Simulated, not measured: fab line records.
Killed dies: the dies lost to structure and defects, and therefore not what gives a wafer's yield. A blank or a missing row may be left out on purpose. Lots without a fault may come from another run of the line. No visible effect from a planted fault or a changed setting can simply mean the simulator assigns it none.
Which of the tools did it? + flow sky130 + 24 lots, 72 wafers sampled, at 6 steps of a route of 708

## WHAT THE GAUGES READ, wafer by wafer
SKY_METAL1_CD_MEAS_15 targets a cd of 140 nm.
| lot  | measured     | on       | cdNm (nm)         |
|------|--------------|----------|-------------------|
| L074 | day 32 17:53 | cdSem-01 | 137.9 138.2 138.1 |
| L075 | day 33 01:48 | cdSem-02 | 137.5 138.1 137.2 |
| L076 | day 33 02:05 | cdSem-02 | 139.0 137.0 139.9 |
| L077 | day 33 16:44 | cdSem-01 | 138.7 140.8 139.4 |
| L080 | day 35 01:22 | cdSem-01 | 139.4 138.5 138.1 |
| L079 | day 35 05:01 | cdSem-02 | 141.1 139.3 139.2 |
| L078 | day 35 06:16 | cdSem-02 | 139.7 139.9 140.2 |
| L081 | day 35 10:57 | cdSem-01 | 141.3 141.8 141.1 |
| L083 | day 35 17:56 | cdSem-02 | 140.4 138.8 137.8 |
| L082 | day 35 18:08 | cdSem-01 | 139.7 139.7 140.3 |
| L084 | day 35 21:23 | cdSem-02 | 141.4 141.5 140.4 |
| L085 | day 36 12:41 | cdSem-02 | 139.2 141.1 140.1 |
| L086 | day 36 19:33 | cdSem-02 | 139.7 139.8 141.4 |
| L087 | day 37 02:02 | cdSem-02 | 136.8 137.6 138.8 |
| L088 | day 37 06:34 | cdSem-02 | 139.8 140.1 138.6 |
| L089 | day 37 14:13 | cdSem-01 | 137.9 138.6 137.8 |
| L090 | day 37 20:48 | cdSem-02 | 140.7 139.8 137.2 |
| L091 | day 38 04:25 | cdSem-01 | 141.3 139.9 139.8 |
| L092 | day 38 13:35 | cdSem-01 | 140.5 139.0 141.2 |
| L094 | day 39 03:29 | cdSem-02 | 139.8 139.6 140.9 |
| L093 | day 39 03:53 | cdSem-01 | 138.1 138.1 136.4 |
| L095 | day 39 21:32 | cdSem-01 | 139.6 138.8 139.1 |
| L096 | day 39 22:46 | cdSem-01 | 140.9 140.1 140.1 |
| L097 | day 39 23:02 | cdSem-02 | 140.3 141.0 139.1 |

SKY_METAL2_THK_MEAS_06: measures by xrf.
| lot  | measured     | on           | METAL2_ALCU_THK (nm) |
|------|--------------|--------------|----------------------|
| L074 | day 33 23:16 | filmMetro-01 | 245 247 248          |
| L075 | day 34 07:19 | filmMetro-04 | 246 245 245          |
| L076 | day 34 07:40 | filmMetro-02 | 244 244 243          |
| L077 | day 34 21:43 | filmMetro-04 | 249 249 247          |
| L080 | day 36 06:47 | filmMetro-04 | 243 249 244          |
| L079 | day 36 10:40 | filmMetro-04 | 247 247 245          |
| L078 | day 36 12:10 | filmMetro-04 | 246 244 244          |
| L081 | day 36 17:11 | filmMetro-01 | 248 242 247          |
| L083 | day 36 23:20 | filmMetro-01 | 253 251 256          |
| L082 | day 36 23:40 | filmMetro-01 | 254 255 257          |
| L084 | day 37 03:04 | filmMetro-01 | 251 251 253          |
| L085 | day 37 17:14 | filmMetro-01 | 249 251 248          |
| L086 | day 38 00:42 | filmMetro-04 | 247 248 247          |
| L087 | day 38 07:14 | filmMetro-04 | 248 248 248          |
| L088 | day 38 10:22 | filmMetro-04 | 242 242 244          |
| L089 | day 38 18:23 | filmMetro-02 | 252 248 252          |
| L090 | day 39 01:28 | filmMetro-01 | 245 243 249          |
| L091 | day 39 08:07 | filmMetro-02 | 248 247 251          |
| L092 | day 39 17:28 | filmMetro-04 | 247 251 250          |
| L094 | day 40 06:35 | filmMetro-02 | 241 242 240          |
| L093 | day 40 07:32 | filmMetro-01 | 245 246 246          |
| L095 | day 41 00:35 | filmMetro-02 | 243 241 241          |
| L096 | day 41 02:14 | filmMetro-02 | 240 240 242          |
| L097 | day 41 02:29 | filmMetro-01 | 247 249 248          |

SKY_VIA4_BOW_MEAS_03.
| lot  | measured     | on           | VIA4_BOW (um) |
|------|--------------|--------------|---------------|
| L074 | day 41 15:49 | filmMetro-03 | 89 98 82      |
| L075 | day 41 23:01 | filmMetro-03 | 77 68 87      |
| L076 | day 42 03:07 | filmMetro-01 | 77 75 75      |
| L077 | day 42 14:19 | filmMetro-03 | 82 74 67      |
| L080 | day 43 18:07 | filmMetro-02 | 73 78 88      |
| L079 | day 43 21:20 | filmMetro-03 | 87 75 79      |
| L078 | day 43 23:05 | filmMetro-03 | 67 60 66      |
| L081 | day 44 03:18 | filmMetro-03 | 72 72 83      |
| L083 | day 44 07:37 | filmMetro-02 | 73 70 76      |
| L082 | day 44 10:34 | filmMetro-03 | 103 90 86     |
| L084 | day 44 12:10 | filmMetro-03 | 80 79 78      |
| L085 | day 45 00:06 | filmMetro-02 | 78 82 87      |
| L086 | day 45 06:14 | filmMetro-02 | 91 83 79      |
| L087 | day 45 12:50 | filmMetro-03 | 93 87 86      |
| L088 | day 45 14:16 | filmMetro-02 | 75 76 72      |
| L089 | day 45 22:08 | filmMetro-01 | 89 84 92      |
| L090 | day 46 03:37 | filmMetro-03 | 95 92 94      |
| L091 | day 46 09:52 | filmMetro-03 | 77 85 82      |
| L092 | day 46 14:50 | filmMetro-02 | 77 74 89      |
| L094 | day 47 03:19 | filmMetro-03 | 82 73 87      |
| L093 | day 47 04:16 | filmMetro-01 | 76 82 74      |
| L095 | day 47 17:57 | filmMetro-01 | 80 79 86      |
| L096 | day 47 19:45 | filmMetro-01 | 96 82 94      |
| L097 | day 47 20:25 | filmMetro-02 | 84 95 85      |

SKY_METAL5_RS_MEAS_05: a four-point-probe measurement.
| lot  | measured     | on           | METAL5_ALCU_RS (ohm/sq) |
|------|--------------|--------------|-------------------------|
| L074 | day 42 15:59 | filmMetro-03 | 0.02688 0.02718 0.02724 |
| L075 | day 42 23:21 | filmMetro-02 | 0.02733 0.02744 0.02727 |
| L076 | day 43 03:10 | filmMetro-03 | 0.02676 0.02677 0.02695 |
| L077 | day 43 14:43 | filmMetro-04 | 0.02724 0.02704 0.02684 |
| L080 | day 44 17:37 | filmMetro-03 | 0.02707 0.02678 0.02693 |
| L079 | day 44 21:56 | filmMetro-02 | 0.02726 0.0271 0.02703  |
| L078 | day 44 22:11 | filmMetro-04 | 0.02752 0.02699 0.02734 |
| L081 | day 45 02:22 | filmMetro-02 | 0.02715 0.02701 0.02725 |
| L083 | day 45 06:40 | filmMetro-03 | 0.02751 0.02731 0.02725 |
| L082 | day 45 09:08 | filmMetro-04 | 0.02764 0.02747 0.02754 |
| L084 | day 45 11:50 | filmMetro-04 | 0.02785 0.02725 0.02745 |
| L085 | day 45 22:58 | filmMetro-02 | 0.02674 0.02708 0.02677 |
| L086 | day 46 04:37 | filmMetro-03 | 0.02723 0.02704 0.02722 |
| L087 | day 46 10:42 | filmMetro-04 | 0.02765 0.02718 0.02699 |
| L088 | day 46 12:35 | filmMetro-02 | 0.02715 0.02721 0.02721 |
| L089 | day 46 20:00 | filmMetro-04 | 0.02731 0.02743 0.02715 |
| L090 | day 47 01:11 | filmMetro-03 | 0.02685 0.02657 0.02699 |
| L091 | day 47 07:24 | filmMetro-03 | 0.02701 0.02702 0.02698 |
| L092 | day 47 12:10 | filmMetro-04 | 0.02687 0.02677 0.02677 |
| L094 | day 48 00:47 | filmMetro-02 | 0.02692 0.02698 0.027   |
| L093 | day 48 02:11 | filmMetro-04 | 0.02687 0.02691 0.02701 |
| L095 | day 48 14:21 | filmMetro-03 | 0.02693 0.02668 0.02758 |
| L096 | day 48 15:22 | filmMetro-04 | 0.02758 0.02786 0.02743 |
| L097 | day 48 17:15 | filmMetro-02 | 0.02711 0.02744 0.02729 |

## WHAT TOOL EACH LOT RAN ON (gives the tool, then ch and the chambers of the sampled wafers, and finally the start)
| lot  | SKY_LOCAL_INTERCONNECT_ETCH_13   | SKY_CAP2M_METAL_ETCH_13          |
|------|----------------------------------|----------------------------------|
| L074 | rieMetal-02 ch 0,1, day 30 07:57 | rieMetal-01 ch 0, day 40 14:26   |
| L075 | rieMetal-02 ch 0,1, day 30 15:08 | rieMetal-01 ch 0,1, day 40 20:55 |
| L076 | rieMetal-03 ch 1, day 30 15:45   | rieMetal-02 ch 0,1, day 41 00:49 |
| L077 | rieMetal-03 ch 0,1, day 31 06:05 | rieMetal-04 ch 1, day 41 12:58   |
| L080 | rieMetal-02 ch 0, day 32 18:36   | rieMetal-04 ch 0,1, day 42 16:50 |
| L079 | rieMetal-03 ch 0,1, day 32 21:13 | rieMetal-04 ch 0,1, day 42 20:44 |
| L078 | rieMetal-04 ch 0,1, day 32 22:33 | rieMetal-01 ch 0,1, day 42 22:11 |
| L081 | rieMetal-03 ch 1, day 33 03:42   | rieMetal-02 ch 0,1, day 43 02:43 |
| L083 | rieMetal-04 ch 0,1, day 33 08:54 | rieMetal-02 ch 0,1, day 43 06:56 |
| L082 | rieMetal-03 ch 0,1, day 33 09:59 | rieMetal-02 ch 0,1, day 43 09:50 |
| L084 | rieMetal-02 ch 0,1, day 33 13:14 | rieMetal-01 ch 0,1, day 43 11:02 |
| L085 | rieMetal-03 ch 0,1, day 34 04:56 | rieMetal-02 ch 0,1, day 43 23:53 |
| L086 | rieMetal-02 ch 0,1, day 34 11:53 | rieMetal-01 ch 0,1, day 44 06:34 |
| L087 | rieMetal-02 ch 1, day 34 19:26   | rieMetal-04 ch 0,1, day 44 12:56 |
| L088 | rieMetal-04 ch 0, day 34 22:19   | rieMetal-02 ch 0,1, day 44 14:23 |
| L089 | rieMetal-02 ch 1, day 35 05:16   | rieMetal-04 ch 0,1, day 44 21:56 |
| L090 | rieMetal-03 ch 0,1, day 35 13:18 | rieMetal-02 ch 1, day 45 03:44   |
| L091 | rieMetal-03 ch 0,1, day 35 21:39 | rieMetal-04 ch 0, day 45 10:26   |
| L092 | rieMetal-04 ch 0,1, day 36 07:43 | rieMetal-01 ch 0,1, day 45 16:34 |
| L094 | rieMetal-02 ch 0,1, day 36 21:07 | rieMetal-04 ch 0,1, day 46 04:59 |
| L093 | rieMetal-03 ch 0,1, day 36 21:10 | rieMetal-02 ch 0,1, day 46 05:40 |
| L095 | rieMetal-02 ch 0,1, day 37 16:48 | rieMetal-02 ch 0,1, day 46 19:47 |
| L096 | rieMetal-03 ch 0,1, day 37 17:57 | rieMetal-04 ch 0,1, day 46 21:20 |
| L097 | rieMetal-02 ch 0,1, day 37 18:56 | rieMetal-02 ch 0,1, day 46 21:49 |
- SKY_LOCAL_INTERCONNECT_ETCH_13: etches BARC in N2/H2, stops on SiO2, time 45.9 s, target depth 60 nm.
- SKY_CAP2M_METAL_ETCH_13: etches TiN in Cl2/BCl3, stops on SiO2, target depth 220 nm, time 62.9 s.

## AS READ BY THE TOOLS THEMSELVES (means over the sampled wafers that have a number; for cases with no such wafer, the mark the record gives instead)
SKY_LOCAL_INTERCONNECT_ETCH_13.
| lot  | tool        | chamberPressureMTorr (mTorr) | drypumpMotorCurrentA (A) | oesProductAu (a.u.) | throttleValvePct (%) |
|------|-------------|------------------------------|--------------------------|---------------------|----------------------|
| L074 | rieMetal-02 | 29.996                       | 5.73                     | 0.855               | 13.220               |
| L075 | rieMetal-02 | 30.006                       | 5.89                     | 0.859               | 13.224               |
| L076 | rieMetal-03 | 29.998                       | 5.72                     | 0.856               | 13.230               |
| L077 | rieMetal-03 | 30.017                       | 5.71                     | 0.857               | 13.219               |
| L080 | rieMetal-02 | 29.984                       | 5.53                     | 0.856               | 13.218               |
| L079 | rieMetal-03 | 29.980                       | 5.70                     | 0.858               | 13.232               |
| L078 | rieMetal-04 | 29.975                       | 6.05                     | 0.857               | 13.228               |
| L081 | rieMetal-03 | 30.024                       | 5.71                     | 0.862               | 13.218               |
| L083 | rieMetal-04 | 30.010                       | 6.21                     | 0.861               | 13.220               |
| L082 | rieMetal-03 | 30.008                       | 5.70                     | 0.854               | 13.226               |
| L084 | rieMetal-02 | 29.971                       | 5.72                     | 0.854               | 13.225               |
| L085 | rieMetal-03 | 29.979                       | 5.72                     | 0.853               | 13.224               |
| L086 | rieMetal-02 | 29.981                       | 5.72                     | 0.859               | 13.226               |
| L087 | rieMetal-02 | 30.015                       | 6.08                     | 0.852               | 13.222               |
| L088 | rieMetal-04 | 29.994                       | 5.93                     | 0.857               | 13.233               |
| L089 | rieMetal-02 | 29.998                       | 6.08                     | 0.855               | 13.231               |
| L090 | rieMetal-03 | 30.007                       | 5.72                     | 0.861               | 13.217               |
| L091 | rieMetal-03 | 30.006                       | 5.70                     | 0.853               | 13.222               |
| L092 | rieMetal-04 | 30.014                       | 6.21                     | 0.860               | 13.217               |
| L094 | rieMetal-02 | 29.990                       | 5.89                     | 0.855               | 13.223               |
| L093 | rieMetal-03 | 29.992                       | 5.72                     | 0.853               | 13.225               |
| L095 | rieMetal-02 | 30.012                       | 5.74                     | 0.857               | 13.223               |
| L096 | rieMetal-03 | 30.007                       | 5.72                     | 0.858               | 13.227               |
| L097 | rieMetal-02 | 29.992                       | 5.93                     | 0.854               | 13.222               |

SKY_CAP2M_METAL_ETCH_13.
| lot  | tool        | chamberPressureMTorr (mTorr) | drypumpMotorCurrentA (A) | oesProductAu (a.u.) | throttleValvePct (%) |
|------|-------------|------------------------------|--------------------------|---------------------|----------------------|
| L074 | rieMetal-01 | 9.996                        | 5.2                      | 0.929               | 21.907               |
| L075 | rieMetal-01 | 9.995                        | 5.7                      | 0.941               | 21.907               |
| L076 | rieMetal-02 | 9.999                        | 5.7                      | 0.936               | 21.905               |
| L077 | rieMetal-04 | 10.002                       | 6.3                      | 0.937               | 21.896               |
| L080 | rieMetal-04 | 9.997                        | 6.2                      | 0.938               | 21.905               |
| L079 | rieMetal-04 | 10.006                       | 6.2                      | 0.940               | 21.899               |
| L078 | rieMetal-01 | 10.005                       | 5.4                      | 0.948               | 21.900               |
| L081 | rieMetal-02 | 9.988                        | 5.7                      | 0.946               | 21.907               |
| L083 | rieMetal-02 | 10.004                       | 5.7                      | 0.939               | 21.902               |
| L082 | rieMetal-02 | 9.998                        | 5.9                      | 0.939               | 21.899               |
| L084 | rieMetal-01 | 9.985                        | 5.7                      | 0.950               | 21.894               |
| L085 | rieMetal-02 | 9.998                        | 5.7                      | 0.938               | 21.908               |
| L086 | rieMetal-01 | 9.992                        | 5.7                      | 0.942               | 21.908               |
| L087 | rieMetal-04 | 10.005                       | 6.2                      | 0.935               | 21.901               |
| L088 | rieMetal-02 | 10.002                       | 5.7                      | 0.949               | 21.897               |
| L089 | rieMetal-04 | 10.000                       | 6.0                      | 0.943               | 21.892               |
| L090 | rieMetal-02 | 10.005                       | 6.1                      | 0.942               | 21.894               |
| L091 | rieMetal-04 | 10.003                       | 5.9                      | 0.943               | 21.892               |
| L092 | rieMetal-01 | 9.994                        | 5.7                      | 0.954               | 21.904               |
| L094 | rieMetal-04 | 10.004                       | 6.2                      | 0.945               | 21.898               |
| L093 | rieMetal-02 | 10.002                       | 5.7                      | 0.941               | 21.904               |
| L095 | rieMetal-02 | 10.000                       | 5.9                      | 0.942               | 21.894               |
| L096 | rieMetal-04 | 10.000                       | 6.0                      | 0.933               | 21.908               |
| L097 | rieMetal-02 | 10.013                       | 5.9                      | 0.939               | 21.906               |

## THE ANSWER, worked out from the rows above alone
Rule: what is usual is taken from the lots themselves. Put in order of their means at a reading, lots are off if they are a third of the lots or fewer, leave a main group of 4 or more, and stand apart from it by a gap of 3 or more times the standard deviation of the main group's means; of several such gaps the widest counts. A main group whose means are all the same, to the digits that the tables above print for the reading, isn't used. A lot without any number at a reading at which 4 lots or more have one is off too. Where the step has rows for the other lots, those lots are counted as sound. The gauges are gone through in route order, then the tools' own readings, and for those a lot's mean is taken as printed above. At the first step where some lot is off, the reading lying furthest off is the one used; lots without a number count as furthest.
None of the lots is off at any reading shown; this tells nothing.

## WHAT WAS PUT IN BY THE SIMULATOR
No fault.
